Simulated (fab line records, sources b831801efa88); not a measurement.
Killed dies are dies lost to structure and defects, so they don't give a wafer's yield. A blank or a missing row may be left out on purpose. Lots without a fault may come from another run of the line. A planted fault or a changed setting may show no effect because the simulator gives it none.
Chamber matching | flow sfq_line | SFQ_TRILAYER_L0_CAP_PECVD_011 on pecvd-01: 3 sister chambers
The step deposits SiO2 from SiH4/N2O, time 13.333 s, target thk 60 nm. 6 wafers are shown with their chamber, then 7 later ones without.

WAFERS WITH THEIR CHAMBER
wafer  | chamber | throttle_valve_pct (%) | heater_power_w (W)
L865.5 | 2       | 25.9                   | 87
L872.6 | 2       | 26.0                   | 86
L880.2 | 0       | 27.4                   | 90
L880.6 | 0       | 27.7                   | 87
L882.1 | 1       | 26.4                   | 73
L882.4 | 1       | 26.3                   | 72

WAFERS WITHOUT THEIR CHAMBER
wafer  | throttle_valve_pct (%) | heater_power_w (W)
L882.5 | 27.9                   | 77
L887.3 | 26.9                   | 90
L887.5 | 27.8                   | 83
L887.6 | 26.3                   | 87
L888.2 | 26.3                   | 76
L888.3 | 27.6                   | 78
L888.6 | 27.8                   | 80

WHICH CHAMBER EACH WENT THROUGH
wafer  | from the rows above | in truth
L882.5 | 0                   | 0
L887.3 | 0                   | 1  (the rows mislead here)
L887.5 | 0                   | 0
L887.6 | 2                   | 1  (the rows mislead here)
L888.2 | 1                   | 1
L888.3 | 0                   | 0
L888.6 | 0                   | 0
Placed correctly: 5 of 7. Can't be placed from these rows: 0. Placed wrongly: 2.
How it was worked out, from the rows above alone: a wafer's distance from a chamber is the root of the sum, over the readings, of the square of ((its reading less the chamber's mean) divided by the reading's scatter). The wafer belongs to the nearest chamber; if the next one is less than 2 further off, it can't be placed. A chamber's mean is the mean of its shown wafers. The scatter: the root of (the sum of the squares of (reading less its chamber's mean) over the shown wafers, divided by (wafers less chambers)).
